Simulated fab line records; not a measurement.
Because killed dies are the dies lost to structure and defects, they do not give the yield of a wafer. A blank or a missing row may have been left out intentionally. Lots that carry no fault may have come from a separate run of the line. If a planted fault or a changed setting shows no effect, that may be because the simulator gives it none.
fab line records / flow gf180mcu
record lots=6 wafers=18 last_day=34
route steps=602 shown V1@361 M2@362
lots with no fault: from the same line, run without faults
start_h: the number of hours between the record's first day and the start of the first shown wafer of the lot / wait_h: hours from the lot's prior step to this one / " same as the row above / L1.1+2: a single row standing in for several wafers / - either no value or no given start / * or withheld: withheld / < > ~ a bound
route shown NAME@n: NAME is a module with steps in the file, n the number in the route of the first one / usual: average and standard deviation across the fault-free wafers / same: alike in all rows / chamber/n: place in a boat / sites: per-site readings / _std_site: standard deviation across them / _edge_site: mean of outer sites minus mean of inner sites / radius_mm: how far each site lies from the wafer's centre / mask NAME#n: copy n / behind: tool/chamber where the wafer was last shaped / hold: cause of the lot's hold/its duration in hours/its outcome / device: which transistor (n, p or np) failed to switch / end of line: at the end of the route, the tests of the same wafers / where a step has no rows: the recipe by itself / killed: dies that structure and defects cost at the first sort, which is not the same as the wafer's yield / map: shows each die of a wafer: x if killed, . if not, _ if none is there
set.NAME: the run value of the setting; set.NAME@STEP: its run value at that earlier step / model.NAME: the simulator's own value behind a step, which no gauge read
lots seen at some steps along the route; tables by step, rows by wafer
services: when a tool's chamber went out of use (start_h, in hours from the record's first day, below 0 if earlier), for how many hours, and the reason
## steps
# step GF_V1_CMP_26
# recipe stop_on=SiO2 down_force_psi=3.5 platen_rpm=60 t_overpolish_s=15 target_thk_nm=0 pad_velocity_m_s=0.94248
# usual motor_current_A=11.1/1.1 overpolish_run_s=15.000/0.0087 platen_rpm=60.00/0.039 slurry_filter_dp_kPa=13.49/0.15 slurry_flow_ml_min=150.0/0.49 time_to_endpoint_s=86/4.2
lot.wafer=L948.4 tool=cmp-01 chamber=2 start_h=447.62 wait_h=0.0 motor_current_A=10.2 overpolish_run_s=14.987 platen_rpm=60.07 slurry_filter_dp_kPa=13.55 slurry_flow_ml_min=150.4 time_to_endpoint_s=85
lot.wafer=L948.3 tool=cmp-01 chamber=1 start_h=447.62 wait_h=0.0 motor_current_A=10.8 overpolish_run_s=14.996 platen_rpm=59.99 slurry_filter_dp_kPa=13.60 slurry_flow_ml_min=149.8 time_to_endpoint_s=84
lot.wafer=L948.6 tool=cmp-01 chamber=3 start_h=447.62 wait_h=0.0 motor_current_A=10.5 overpolish_run_s=14.996 platen_rpm=59.99 slurry_filter_dp_kPa=13.79 slurry_flow_ml_min=149.4 time_to_endpoint_s=93
lot.wafer=L956.2 tool=cmp-01 chamber=0 start_h=518.96 wait_h=0.0 motor_current_A=11.4 overpolish_run_s=15.000 platen_rpm=59.96 slurry_filter_dp_kPa=13.46 slurry_flow_ml_min=149.8 time_to_endpoint_s=88
lot.wafer=L956.6 tool=cmp-01 chamber=0 start_h=518.96 wait_h=0.0 motor_current_A=11.0 overpolish_run_s=15.015 platen_rpm=60.01 slurry_filter_dp_kPa=13.54 slurry_flow_ml_min=149.5 time_to_endpoint_s=88
lot.wafer=L956.5 tool=cmp-01 chamber=1 start_h=518.96 wait_h=0.0 motor_current_A=10.2 overpolish_run_s=15.000 platen_rpm=59.96 slurry_filter_dp_kPa=13.45 slurry_flow_ml_min=149.9 time_to_endpoint_s=83
lot.wafer=L957.1 tool=cmp-01 chamber=1 start_h=529.98 wait_h=0.1 motor_current_A=10.9 overpolish_run_s=15.021 platen_rpm=59.94 slurry_filter_dp_kPa=13.42 slurry_flow_ml_min=148.9 time_to_endpoint_s=86
lot.wafer=L957.2 tool=cmp-01 chamber=2 start_h=529.98 wait_h=0.1 motor_current_A=10.9 overpolish_run_s=15.001 platen_rpm=59.96 slurry_filter_dp_kPa=13.79 slurry_flow_ml_min=149.8 time_to_endpoint_s=82
lot.wafer=L957.6 tool=cmp-01 chamber=3 start_h=529.98 wait_h=0.1 motor_current_A=10.1 overpolish_run_s=14.992 platen_rpm=60.06 slurry_filter_dp_kPa=13.76 slurry_flow_ml_min=150.4 time_to_endpoint_s=91
lot.wafer=L960.1 tool=cmp-02 chamber=3 start_h=552.66 wait_h=0.1 motor_current_A=14.1 overpolish_run_s=15.010 platen_rpm=60.05 slurry_filter_dp_kPa=13.35 slurry_flow_ml_min=150.7 time_to_endpoint_s=89
lot.wafer=L960.3 tool=cmp-02 chamber=0 start_h=552.66 wait_h=0.1 motor_current_A=10.8 overpolish_run_s=14.995 platen_rpm=59.99 slurry_filter_dp_kPa=13.30 slurry_flow_ml_min=150.2 time_to_endpoint_s=80
lot.wafer=L960.6 tool=cmp-02 chamber=0 start_h=552.66 wait_h=0.1 motor_current_A=10.7 overpolish_run_s=15.014 platen_rpm=59.96 slurry_filter_dp_kPa=13.53 slurry_flow_ml_min=150.1 time_to_endpoint_s=84
lot.wafer=L963.3 tool=cmp-01 chamber=0 start_h=573.92 wait_h=0.1 motor_current_A=11.4 overpolish_run_s=14.997 platen_rpm=60.07 slurry_filter_dp_kPa=13.34 slurry_flow_ml_min=149.8 time_to_endpoint_s=91
lot.wafer=L963.2 tool=cmp-01 chamber=1 start_h=573.92 wait_h=0.1 motor_current_A=11.7 overpolish_run_s=15.005 platen_rpm=59.94 slurry_filter_dp_kPa=13.41 slurry_flow_ml_min=149.7 time_to_endpoint_s=84
lot.wafer=L963.6 tool=cmp-01 chamber=2 start_h=573.92 wait_h=0.1 motor_current_A=9.8 overpolish_run_s=15.002 platen_rpm=60.00 slurry_filter_dp_kPa=13.47 slurry_flow_ml_min=150.5 time_to_endpoint_s=85
lot.wafer=L965.2 tool=cmp-02 chamber=0 start_h=591.59 wait_h=0.1 motor_current_A=10.8 overpolish_run_s=15.001 platen_rpm=60.03 slurry_filter_dp_kPa=13.44 slurry_flow_ml_min=150.1 time_to_endpoint_s=82
lot.wafer=L965.4 tool=cmp-02 chamber=1 start_h=591.59 wait_h=0.1 motor_current_A=12.1 overpolish_run_s=14.999 platen_rpm=60.05 slurry_filter_dp_kPa=13.44 slurry_flow_ml_min=149.7 time_to_endpoint_s=81
lot.wafer=L965.5 tool=cmp-02 chamber=2 start_h=591.59 wait_h=0.1 motor_current_A=10.7 overpolish_run_s=15.002 platen_rpm=59.97 slurry_filter_dp_kPa=13.73 slurry_flow_ml_min=149.5 time_to_endpoint_s=84
# step GF_M2_SPUTTER_00
# recipe material=Ti target_thk_nm=37.5 arriving_ion_energy_ev=80 substrate_temp_c=200 chamber_pressure_pa=2 power_w=4000 time_s=150
# usual throttle_valve_pct=29.9/0.97
# same time_s=150
lot.wafer=L948.3 tool=pvd_sputter-02 chamber=- start_h=447.92 wait_h=0.1 throttle_valve_pct=30.6
lot.wafer=L948.4 tool=pvd_sputter-02 chamber=- start_h=447.92 wait_h=0.1 throttle_valve_pct=28.4
lot.wafer=L948.6 tool=pvd_sputter-02 chamber=- start_h=447.92 wait_h=0.1 throttle_valve_pct=30.7
lot.wafer=L956.2 tool=pvd_sputter-01 chamber=- start_h=519.26 wait_h=0.2 throttle_valve_pct=29.8
lot.wafer=L956.5 tool=pvd_sputter-01 chamber=- start_h=519.26 wait_h=0.2 throttle_valve_pct=29.6
lot.wafer=L956.6 tool=pvd_sputter-01 chamber=- start_h=519.26 wait_h=0.2 throttle_valve_pct=30.9
lot.wafer=L957.1 tool=pvd_sputter-03 chamber=- start_h=530.18 wait_h=0.1 throttle_valve_pct=30.2
lot.wafer=L957.2 tool=pvd_sputter-03 chamber=- start_h=530.18 wait_h=0.1 throttle_valve_pct=29.7
lot.wafer=L957.6 tool=pvd_sputter-03 chamber=- start_h=530.18 wait_h=0.1 throttle_valve_pct=31.4
lot.wafer=L960.1 tool=pvd_sputter-02 chamber=- start_h=552.96 wait_h=0.2 throttle_valve_pct=28.5
lot.wafer=L960.3 tool=pvd_sputter-02 chamber=- start_h=552.96 wait_h=0.2 throttle_valve_pct=29.4
lot.wafer=L960.6 tool=pvd_sputter-02 chamber=- start_h=552.96 wait_h=0.2 throttle_valve_pct=30.5
lot.wafer=L963.2 tool=pvd_sputter-02 chamber=- start_h=574.12 wait_h=0.1 throttle_valve_pct=29.5
lot.wafer=L963.3 tool=pvd_sputter-02 chamber=- start_h=574.12 wait_h=0.1 throttle_valve_pct=28.3
lot.wafer=L963.6 tool=pvd_sputter-02 chamber=- start_h=574.12 wait_h=0.1 throttle_valve_pct=28.3
lot.wafer=L965.2 tool=pvd_sputter-03 chamber=- start_h=591.79 wait_h=0.1 throttle_valve_pct=29.8
lot.wafer=L965.4 tool=pvd_sputter-03 chamber=- start_h=591.79 wait_h=0.1 throttle_valve_pct=30.2
lot.wafer=L965.5 tool=pvd_sputter-03 chamber=- start_h=591.79 wait_h=0.1 throttle_valve_pct=29.7
# step GF_M2_SPUTTER_01
# recipe material=TiN target_thk_nm=30 power_w=6500 time_s=25 chamber_pressure_pa=0.4
# usual throttle_valve_pct=29.9/1
# same time_s=25
lot.wafer=L948.3 tool=pvd_sputter-02 chamber=- start_h=448.02 wait_h=0.1 throttle_valve_pct=30.9
lot.wafer=L948.4 tool=pvd_sputter-02 chamber=- start_h=448.02 wait_h=0.1 throttle_valve_pct=28.7
lot.wafer=L948.6 tool=pvd_sputter-02 chamber=- start_h=448.02 wait_h=0.1 throttle_valve_pct=30.3
lot.wafer=L956.2 tool=pvd_sputter-01 chamber=- start_h=519.36 wait_h=0.1 throttle_valve_pct=30.0
lot.wafer=L956.5 tool=pvd_sputter-01 chamber=- start_h=519.36 wait_h=0.1 throttle_valve_pct=29.4
lot.wafer=L956.6 tool=pvd_sputter-01 chamber=- start_h=519.36 wait_h=0.1 throttle_valve_pct=30.6
lot.wafer=L957.1 tool=pvd_sputter-03 chamber=- start_h=530.28 wait_h=0.1 throttle_valve_pct=29.9
lot.wafer=L957.2 tool=pvd_sputter-03 chamber=- start_h=530.28 wait_h=0.1 throttle_valve_pct=29.6
lot.wafer=L957.6 tool=pvd_sputter-03 chamber=- start_h=530.28 wait_h=0.1 throttle_valve_pct=31.2
lot.wafer=L960.1 tool=pvd_sputter-02 chamber=- start_h=553.06 wait_h=0.1 throttle_valve_pct=28.5
lot.wafer=L960.3 tool=pvd_sputter-02 chamber=- start_h=553.06 wait_h=0.1 throttle_valve_pct=29.6
lot.wafer=L960.6 tool=pvd_sputter-02 chamber=- start_h=553.06 wait_h=0.1 throttle_valve_pct=30.6
lot.wafer=L963.2 tool=pvd_sputter-02 chamber=- start_h=574.22 wait_h=0.1 throttle_valve_pct=29.3
lot.wafer=L963.3 tool=pvd_sputter-02 chamber=- start_h=574.22 wait_h=0.1 throttle_valve_pct=28.2
lot.wafer=L963.6 tool=pvd_sputter-02 chamber=- start_h=574.22 wait_h=0.1 throttle_valve_pct=28.6
lot.wafer=L965.2 tool=pvd_sputter-03 chamber=- start_h=591.89 wait_h=0.1 throttle_valve_pct=29.8
lot.wafer=L965.4 tool=pvd_sputter-03 chamber=- start_h=591.89 wait_h=0.1 throttle_valve_pct=29.9
lot.wafer=L965.5 tool=pvd_sputter-03 chamber=- start_h=591.89 wait_h=0.1 throttle_valve_pct=29.6
# step GF_M2_SPUTTER_02
# recipe material=AlCu target_thk_nm=450 power_w=10600 time_s=23.9 chamber_pressure_pa=0.4
# step GF_M2_SPUTTER_03
# recipe material=Ti target_thk_nm=10 substrate_temp_c=300 chamber_pressure_pa=0.3 power_w=3000 time_s=6.7
# usual throttle_valve_pct=29.8/1
# same time_s=6.7
lot.wafer=L948.3 tool=pvd_sputter-02 chamber=- start_h=448.08 wait_h=0.0 throttle_valve_pct=30.5
lot.wafer=L948.4 tool=pvd_sputter-02 chamber=- start_h=448.08 wait_h=0.0 throttle_valve_pct=28.6
lot.wafer=L948.6 tool=pvd_sputter-02 chamber=- start_h=448.08 wait_h=0.0 throttle_valve_pct=30.4
lot.wafer=L956.2 tool=pvd_sputter-01 chamber=- start_h=519.42 wait_h=0.0 throttle_valve_pct=29.9
lot.wafer=L956.5 tool=pvd_sputter-01 chamber=- start_h=519.42 wait_h=0.0 throttle_valve_pct=29.5
lot.wafer=L956.6 tool=pvd_sputter-01 chamber=- start_h=519.42 wait_h=0.0 throttle_valve_pct=30.8
lot.wafer=L957.1 tool=pvd_sputter-03 chamber=- start_h=530.34 wait_h=0.0 throttle_valve_pct=30.0
lot.wafer=L957.2 tool=pvd_sputter-03 chamber=- start_h=530.34 wait_h=0.0 throttle_valve_pct=30.0
lot.wafer=L957.6 tool=pvd_sputter-03 chamber=- start_h=530.34 wait_h=0.0 throttle_valve_pct=31.3
lot.wafer=L960.1 tool=pvd_sputter-02 chamber=- start_h=553.12 wait_h=0.0 throttle_valve_pct=28.6
lot.wafer=L960.3 tool=pvd_sputter-02 chamber=- start_h=553.12 wait_h=0.0 throttle_valve_pct=29.3
lot.wafer=L960.6 tool=pvd_sputter-02 chamber=- start_h=553.12 wait_h=0.0 throttle_valve_pct=30.8
lot.wafer=L963.2 tool=pvd_sputter-02 chamber=- start_h=574.28 wait_h=0.0 throttle_valve_pct=29.7
lot.wafer=L963.3 tool=pvd_sputter-02 chamber=- start_h=574.28 wait_h=0.0 throttle_valve_pct=28.0
lot.wafer=L963.6 tool=pvd_sputter-02 chamber=- start_h=574.28 wait_h=0.0 throttle_valve_pct=28.5
lot.wafer=L965.2 tool=pvd_sputter-03 chamber=- start_h=591.95 wait_h=0.0 throttle_valve_pct=29.8
lot.wafer=L965.4 tool=pvd_sputter-03 chamber=- start_h=591.95 wait_h=0.0 throttle_valve_pct=29.7
lot.wafer=L965.5 tool=pvd_sputter-03 chamber=- start_h=591.95 wait_h=0.0 throttle_valve_pct=29.6
# step GF_M2_SPUTTER_04
# recipe material=TiN target_thk_nm=50 power_w=6500 time_s=41.7 chamber_pressure_pa=0.4
# usual throttle_valve_pct=29.9/1
# same time_s=41.7
lot.wafer=L948.3 tool=pvd_sputter-02 chamber=- start_h=448.10 wait_h=0.0 throttle_valve_pct=30.5
lot.wafer=L948.4 tool=pvd_sputter-02 chamber=- start_h=448.10 wait_h=0.0 throttle_valve_pct=28.3
lot.wafer=L948.6 tool=pvd_sputter-02 chamber=- start_h=448.10 wait_h=0.0 throttle_valve_pct=30.6
lot.wafer=L956.2 tool=pvd_sputter-01 chamber=- start_h=519.44 wait_h=0.0 throttle_valve_pct=30.1
lot.wafer=L956.5 tool=pvd_sputter-01 chamber=- start_h=519.44 wait_h=0.0 throttle_valve_pct=29.3
lot.wafer=L956.6 tool=pvd_sputter-01 chamber=- start_h=519.44 wait_h=0.0 throttle_valve_pct=30.8
lot.wafer=L957.1 tool=pvd_sputter-03 chamber=- start_h=530.36 wait_h=0.0 throttle_valve_pct=30.1
lot.wafer=L957.2 tool=pvd_sputter-03 chamber=- start_h=530.36 wait_h=0.0 throttle_valve_pct=29.5
lot.wafer=L957.6 tool=pvd_sputter-03 chamber=- start_h=530.36 wait_h=0.0 throttle_valve_pct=31.4
lot.wafer=L960.1 tool=pvd_sputter-02 chamber=- start_h=553.14 wait_h=0.0 throttle_valve_pct=28.5
lot.wafer=L960.3 tool=pvd_sputter-02 chamber=- start_h=553.14 wait_h=0.0 throttle_valve_pct=29.4
lot.wafer=L960.6 tool=pvd_sputter-02 chamber=- start_h=553.14 wait_h=0.0 throttle_valve_pct=30.5
lot.wafer=L963.2 tool=pvd_sputter-02 chamber=- start_h=574.30 wait_h=0.0 throttle_valve_pct=29.4
lot.wafer=L963.3 tool=pvd_sputter-02 chamber=- start_h=574.30 wait_h=0.0 throttle_valve_pct=28.3
lot.wafer=L963.6 tool=pvd_sputter-02 chamber=- start_h=574.30 wait_h=0.0 throttle_valve_pct=28.3
lot.wafer=L965.2 tool=pvd_sputter-03 chamber=- start_h=591.97 wait_h=0.0 throttle_valve_pct=29.8
lot.wafer=L965.4 tool=pvd_sputter-03 chamber=- start_h=591.97 wait_h=0.0 throttle_valve_pct=30.2
lot.wafer=L965.5 tool=pvd_sputter-03 chamber=- start_h=591.97 wait_h=0.0 throttle_valve_pct=29.8
# step GF_M2_RS_MEAS_05
# recipe thk_meas_gauge=four-point-probe reads=TiN_of_M2_SPUTTER_04+Ti_of_M2_SPUTTER_03+AlCu_of_M2_SPUTTER_02+TiN_of_M2_SPUTTER_01+Ti_of_M2_SPUTTER_00
# usual M2_ALCU_RS=0.0700/0.00088
lot.wafer=L948.3 tool=film_metro-01 chamber=- start_h=448.18 wait_h=0.1 M2_ALCU_RS[ohm/sq]=0.0691
lot.wafer=L948.4 tool=film_metro-01 chamber=- start_h=448.18 wait_h=0.1 M2_ALCU_RS[ohm/sq]=0.0688
lot.wafer=L948.6 tool=film_metro-01 chamber=- start_h=448.18 wait_h=0.1 M2_ALCU_RS[ohm/sq]=0.0694
lot.wafer=L956.2 tool=film_metro-04 chamber=- start_h=519.50 wait_h=0.0 M2_ALCU_RS[ohm/sq]=0.0701
lot.wafer=L956.5 tool=film_metro-04 chamber=- start_h=519.50 wait_h=0.0 M2_ALCU_RS[ohm/sq]=0.0697
lot.wafer=L956.6 tool=film_metro-04 chamber=- start_h=519.50 wait_h=0.0 M2_ALCU_RS[ohm/sq]=0.0693
lot.wafer=L957.1 tool=film_metro-04 chamber=- start_h=530.40 wait_h=0.0 M2_ALCU_RS[ohm/sq]=0.0707
lot.wafer=L957.2 tool=film_metro-04 chamber=- start_h=530.40 wait_h=0.0 M2_ALCU_RS[ohm/sq]=0.0707
lot.wafer=L957.6 tool=film_metro-04 chamber=- start_h=530.40 wait_h=0.0 M2_ALCU_RS[ohm/sq]=0.0703
lot.wafer=L960.1 tool=film_metro-02 chamber=- start_h=553.18 wait_h=0.0 M2_ALCU_RS[ohm/sq]=0.0698
lot.wafer=L960.3 tool=film_metro-02 chamber=- start_h=553.18 wait_h=0.0 M2_ALCU_RS[ohm/sq]=0.0703
lot.wafer=L960.6 tool=film_metro-02 chamber=- start_h=553.18 wait_h=0.0 M2_ALCU_RS[ohm/sq]=0.0707
lot.wafer=L963.2 tool=film_metro-02 chamber=- start_h=574.36 wait_h=0.0 M2_ALCU_RS[ohm/sq]=0.0693
lot.wafer=L963.3 tool=film_metro-02 chamber=- start_h=574.36 wait_h=0.0 M2_ALCU_RS[ohm/sq]=0.0702
lot.wafer=L963.6 tool=film_metro-02 chamber=- start_h=574.36 wait_h=0.0 M2_ALCU_RS[ohm/sq]=0.0689
lot.wafer=L965.2 tool=film_metro-01 chamber=- start_h=592.03 wait_h=0.0 M2_ALCU_RS[ohm/sq]=0.0705
lot.wafer=L965.4 tool=film_metro-01 chamber=- start_h=592.03 wait_h=0.0 M2_ALCU_RS[ohm/sq]=0.0691
lot.wafer=L965.5 tool=film_metro-01 chamber=- start_h=592.03 wait_h=0.0 M2_ALCU_RS[ohm/sq]=0.0703
# step GF_M2_THK_MEAS_06
# recipe thk_meas_gauge=xrf reads=AlCu_of_M2_SPUTTER_02
# usual M2_ALCU_THK=446/6.2
lot.wafer=L948.3 tool=film_metro-01 chamber=- start_h=448.28 wait_h=0.1 M2_ALCU_THK[nm]=449
lot.wafer=L948.4 tool=film_metro-01 chamber=- start_h=448.28 wait_h=0.1 M2_ALCU_THK[nm]=452
lot.wafer=L948.6 tool=film_metro-01 chamber=- start_h=448.28 wait_h=0.1 M2_ALCU_THK[nm]=447
lot.wafer=L956.2 tool=film_metro-04 chamber=- start_h=519.61 wait_h=0.1 M2_ALCU_THK[nm]=443
lot.wafer=L956.5 tool=film_metro-04 chamber=- start_h=519.61 wait_h=0.1 M2_ALCU_THK[nm]=445
lot.wafer=L956.6 tool=film_metro-04 chamber=- start_h=519.61 wait_h=0.1 M2_ALCU_THK[nm]=449
lot.wafer=L957.1 tool=film_metro-04 chamber=- start_h=530.52 wait_h=0.1 M2_ALCU_THK[nm]=444
lot.wafer=L957.2 tool=film_metro-04 chamber=- start_h=530.52 wait_h=0.1 M2_ALCU_THK[nm]=441
lot.wafer=L957.6 tool=film_metro-04 chamber=- start_h=530.52 wait_h=0.1 M2_ALCU_THK[nm]=449
lot.wafer=L960.1 tool=film_metro-02 chamber=- start_h=553.30 wait_h=0.1 M2_ALCU_THK[nm]=451
lot.wafer=L960.3 tool=film_metro-02 chamber=- start_h=553.30 wait_h=0.1 M2_ALCU_THK[nm]=446
lot.wafer=L960.6 tool=film_metro-02 chamber=- start_h=553.30 wait_h=0.1 M2_ALCU_THK[nm]=442
lot.wafer=L963.2 tool=film_metro-02 chamber=- start_h=574.47 wait_h=0.1 M2_ALCU_THK[nm]=454
lot.wafer=L963.3 tool=film_metro-02 chamber=- start_h=574.47 wait_h=0.1 M2_ALCU_THK[nm]=448
lot.wafer=L963.6 tool=film_metro-02 chamber=- start_h=574.47 wait_h=0.1 M2_ALCU_THK[nm]=454
lot.wafer=L965.2 tool=film_metro-01 chamber=- start_h=592.14 wait_h=0.1 M2_ALCU_THK[nm]=437
lot.wafer=L965.4 tool=film_metro-01 chamber=- start_h=592.14 wait_h=0.1 M2_ALCU_THK[nm]=448
lot.wafer=L965.5 tool=film_metro-01 chamber=- start_h=592.14 wait_h=0.1 M2_ALCU_THK[nm]=443
# step GF_M2_DEHYDRATE_07
# recipe temp_c=200 time_s=60
# step GF_M2_HMDS_08
# recipe prime_time_s=60 prime_temp_c=120
# step GF_M2_COAT_09
# recipe resist=KrF spin_rpm=withheld resist_thk_nm=1000
# step GF_M2_SOFTBAKE_10
# recipe temp_c=130 time_s=60 resist=KrF
# step GF_M2_EXPOSE_11
# recipe mask_id=Metal2 target_cd_nm=280 na=0.68 source_shape=conventional sigma_outer=0.6 dose_mj=28
# usual exposure_dose_mJ_cm2=27.96/0.035 focus_offset_nm=-0.1/0.56
lot.wafer=L948.3 tool=krf_scanner-02 chamber=0 start_h=460.36 wait_h=- mask=Metal2#0 exposure_dose_mJ_cm2=27.96 focus_offset_nm=0.1
lot.wafer=L948.4 tool=krf_scanner-02 chamber=0 start_h=460.36 wait_h=- mask=Metal2#0 exposure_dose_mJ_cm2=28.01 focus_offset_nm=-0.1
lot.wafer=L948.6 tool=krf_scanner-02 chamber=0 start_h=460.36 wait_h=- mask=Metal2#0 exposure_dose_mJ_cm2=27.96 focus_offset_nm=-0.3
lot.wafer=L956.2 tool=krf_scanner-02 chamber=- start_h=531.38 wait_h=- mask=Metal2#0 exposure_dose_mJ_cm2=- focus_offset_nm=-
lot.wafer=L956.5 tool=krf_scanner-02 chamber=- start_h=531.38 wait_h=- mask=Metal2#0 exposure_dose_mJ_cm2=- focus_offset_nm=-
lot.wafer=L956.6 tool=krf_scanner-02 chamber=- start_h=531.38 wait_h=- mask=Metal2#0 exposure_dose_mJ_cm2=- focus_offset_nm=-
lot.wafer=L957.1 tool=krf_scanner-01 chamber=- start_h=542.28 wait_h=- mask=Metal2#0 exposure_dose_mJ_cm2=- focus_offset_nm=-
lot.wafer=L957.2 tool=krf_scanner-01 chamber=- start_h=542.28 wait_h=- mask=Metal2#0 exposure_dose_mJ_cm2=- focus_offset_nm=-
lot.wafer=L957.6 tool=krf_scanner-01 chamber=- start_h=542.28 wait_h=- mask=Metal2#0 exposure_dose_mJ_cm2=- focus_offset_nm=-
lot.wafer=L960.1 tool=krf_scanner-01 chamber=0 start_h=564.28 wait_h=- mask=Metal2#0 exposure_dose_mJ_cm2=28.00 focus_offset_nm=-0.8
lot.wafer=L960.3 tool=krf_scanner-01 chamber=0 start_h=564.28 wait_h=- mask=Metal2#0 exposure_dose_mJ_cm2=28.00 focus_offset_nm=-0.4
lot.wafer=L960.6 tool=krf_scanner-01 chamber=0 start_h=564.28 wait_h=- mask=Metal2#0 exposure_dose_mJ_cm2=28.00 focus_offset_nm=-1.4
lot.wafer=L963.2 tool=krf_scanner-02 chamber=0 start_h=585.37 wait_h=- mask=Metal2#0 exposure_dose_mJ_cm2=27.96 focus_offset_nm=-0.1
lot.wafer=L963.3 tool=krf_scanner-02 chamber=0 start_h=585.37 wait_h=- mask=Metal2#0 exposure_dose_mJ_cm2=27.97 focus_offset_nm=-0.8
lot.wafer=L963.6 tool=krf_scanner-02 chamber=0 start_h=585.37 wait_h=- mask=Metal2#0 exposure_dose_mJ_cm2=27.93 focus_offset_nm=0.4
lot.wafer=L965.2 tool=krf_scanner-02 chamber=0 start_h=602.57 wait_h=- mask=Metal2#0 exposure_dose_mJ_cm2=27.96 focus_offset_nm=-0.4
lot.wafer=L965.4 tool=krf_scanner-02 chamber=0 start_h=602.57 wait_h=- mask=Metal2#0 exposure_dose_mJ_cm2=27.93 focus_offset_nm=0.5
lot.wafer=L965.5 tool=krf_scanner-02 chamber=0 start_h=602.57 wait_h=- mask=Metal2#0 exposure_dose_mJ_cm2=27.94 focus_offset_nm=-0.1
# step GF_M2_PEB_12
# recipe peb_temp_c=135 peb_time_s=90 resist=KrF
## services
tool=krf_scanner-02 chamber=- start_h=435.08 hours=0.8 kind=pm
tool=krf_scanner-01 chamber=- start_h=441.01 hours=3.3 kind=repair
tool=krf_scanner-01 chamber=- start_h=444.35 hours=1.3 kind=pm
tool=krf_scanner-02 chamber=- start_h=449.52 hours=1.0 kind=pm
tool=krf_scanner-01 chamber=- start_h=464.69 hours=4.4 kind=repair
tool=krf_scanner-02 chamber=- start_h=465.41 hours=0.6 kind=repair
tool=pvd_sputter-03 chamber=- start_h=474.38 hours=5.7 kind=repair
tool=krf_scanner-02 chamber=0 start_h=474.68 hours=- kind=calibration
tool=cmp-01 chamber=- start_h=478.38 hours=0.2 kind=repair
tool=cmp-01 chamber=- start_h=481.09 hours=0.7 kind=repair
tool=krf_scanner-02 chamber=- start_h=484.63 hours=4.4 kind=pm
tool=krf_scanner-01 chamber=0 start_h=484.65 hours=- kind=calibration
tool=krf_scanner-01 chamber=- start_h=489.00 hours=0.8 kind=pm
tool=pvd_sputter-01 chamber=- start_h=494.22 hours=2.5 kind=repair
tool=cmp-02 chamber=- start_h=527.63 hours=0.4 kind=repair
tool=krf_scanner-02 chamber=- start_h=541.63 hours=1.3 kind=pm
tool=cmp-01 chamber=- start_h=546.60 hours=1.9 kind=repair
tool=pvd_sputter-02 chamber=- start_h=546.71 hours=1.0 kind=repair
tool=krf_scanner-01 chamber=- start_h=568.25 hours=0.9 kind=repair
tool=cmp-02 chamber=- start_h=572.00 hours=4.0 kind=pm
tool=cmp-02 chamber=- start_h=576.00 hours=- kind=consumable_replace:conditioner
tool=krf_scanner-01 chamber=- start_h=589.26 hours=1.0 kind=pm
tool=pvd_sputter-02 chamber=- start_h=595.48 hours=3.9 kind=repair
tool=cmp-02 chamber=- start_h=597.70 hours=0.7 kind=repair
## key
first_sign step=GF_M2_EXPOSE_11 reading=tool_record direction=missing
effect none on later readings
met_at GF_M2_EXPOSE_11
struck_wafers L956.2,L956.5,L956.6,L957.1,L957.2,L957.6
later_rows_left_out L956.2,L956.5,L956.6,L957.1,L957.2,L957.6
sort_left_out L956.2,L956.5,L956.6,L957.1,L957.2,L957.6
onset_between 460.36 531.38
fault kind=skipped_step_whole tool=krf_scanner-01,krf_scanner-02 chamber=- onset_h=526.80 steps=GF_M2_EXPOSE_11 scope=struck_lots_only
# sort_left_out: the simulated sort isn't trusted on such a fault, so these wafers' sort isn't shown, and their yield isn't known
# later_rows_left_out: the simulator's readings of these wafers behind a module that went badly wrong aren't trusted and aren't shown, but for the sort
